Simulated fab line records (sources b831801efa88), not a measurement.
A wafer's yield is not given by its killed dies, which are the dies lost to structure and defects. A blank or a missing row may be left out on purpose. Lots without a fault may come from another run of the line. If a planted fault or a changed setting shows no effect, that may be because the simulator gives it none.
Check for tools in common -- flow gf180mcu -- Sampled: 13 lots, 39 wafers

== WHY IT WAS OPENED ==
At GF_MVSD_TW_MEAS_11 the reading MVSD_TW is flagged on 2 of 13 lots. No-fault wafers: 1570, standard deviation 14.
Rule: a lot is flagged when every wafer of it that has a number lies more than 4 standard deviations from that mean, or none has a number. As for the other lots, they are considered sound.

lot,measured,on,"MVSD_TW, wafer by wafer",flag
L406,day 4 12:53,filmMetro-01,1582 1577 1583,
L407,day 4 16:10,filmMetro-01,1576 1587 1584,
L408,day 4 21:14,filmMetro-04,1573 1570 1583,
L409,day 5 03:29,filmMetro-04,1573 1565 1572,
L410,day 5 08:41,filmMetro-02,1557 1556 1558,
L411,day 5 16:43,filmMetro-01,1562 1559 1557,
L412,day 5 22:08,filmMetro-01,1565 1563 1566,
L413,day 6 03:44,filmMetro-01,1597 1593 1601,
L420,day 7 20:26,filmMetro-02,1567 1549 1552,
L421,day 8 04:44,filmMetro-04,1564 1571 1571,
L422,day 8 07:59,filmMetro-04,1672 1684 1686,FLAGGED
L423,day 8 15:32,filmMetro-02,1672 1678 1669,FLAGGED
L425,day 9 01:35,filmMetro-02,1552 1555 1555,
On average the flagged lots' numbers are 1677, which is +107 against the usual, or +8 standard deviations.

== WHICH TOOL EACH LOT WENT THROUGH ==
The record holds 1 process step before the reading, out of a route of 602 steps. Read each cell as the tool, then ch plus the chambers that the sampled wafers visited, then the start.
lot,flag,GF_MVSD_IMPLANT_08
L406,,"implanter-03 ch 0, day 4 12:29"
L407,,"implanter-03 ch 0, day 4 15:46"
L408,,"implanter-01 ch 0, day 4 20:52"
L409,,"implanter-04 ch 0, day 5 03:05"
L410,,"implanter-01 ch 0, day 5 08:17"
L411,,"implanter-03 ch 0, day 5 16:19"
L412,,"implanter-03 ch 0, day 5 21:44"
L413,,"implanter-03 ch 0, day 6 03:20"
L420,,"implanter-01 ch 0, day 7 20:04"
L421,,"implanter-01 ch 0, day 8 04:20"
L422,FLAGGED,"implanter-01 ch 0, day 8 07:35"
L423,FLAGGED,"implanter-01 ch 0, day 8 15:10"
L425,,"implanter-03 ch 0, day 9 01:11"
These steps, and what they do:
- GF_MVSD_IMPLANT_08
- GF_MVSD_TW_MEAS_11

== FLAGGED AGAINST TOTAL, ONE TOOL AT A TIME (gauges that did the reading follow at the end) ==
step,tool,lots run,flagged,share of the flagged lots,sound lots run after its first flagged lot
GF_MVSD_IMPLANT_08,implanter-01,6,2,all,0
GF_MVSD_IMPLANT_08,implanter-03,6,0,none,-
GF_MVSD_IMPLANT_08,implanter-04,1,0,none,-
GF_MVSD_TW_MEAS_11,filmMetro-01,5,0,none,-
GF_MVSD_TW_MEAS_11,filmMetro-02,4,1,some,1 (L425)
GF_MVSD_TW_MEAS_11,filmMetro-04,4,1,some,0

== THE TABLE: WHAT IT ALLOWS ==
Rows of the table that ran each flagged lot: 1, that is implanter-01 at GF_MVSD_IMPLANT_08.
- implanter-01 at GF_MVSD_IMPLANT_08 ran 6 lots, 2 of them flagged. It ran its last sound lot, L421, at day 8 04:20 and its first flagged lot, L422, at day 8 07:35: a fault with its onset between the two fits. Its own readings lie more than 4 standard deviations out on every wafer of the flagged lots: doseIonsCm2, faradayCurrentUA.
implanter-01 at GF_MVSD_IMPLANT_08 is the single tool remaining.

== WHAT THE SIMULATOR PUT IN ==
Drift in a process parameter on implanter-01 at GF_MVSD_IMPLANT_08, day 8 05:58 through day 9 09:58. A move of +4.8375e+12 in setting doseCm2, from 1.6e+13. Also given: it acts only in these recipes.
Shown lots that were struck: L422, L423. The rule above reached the same finding.
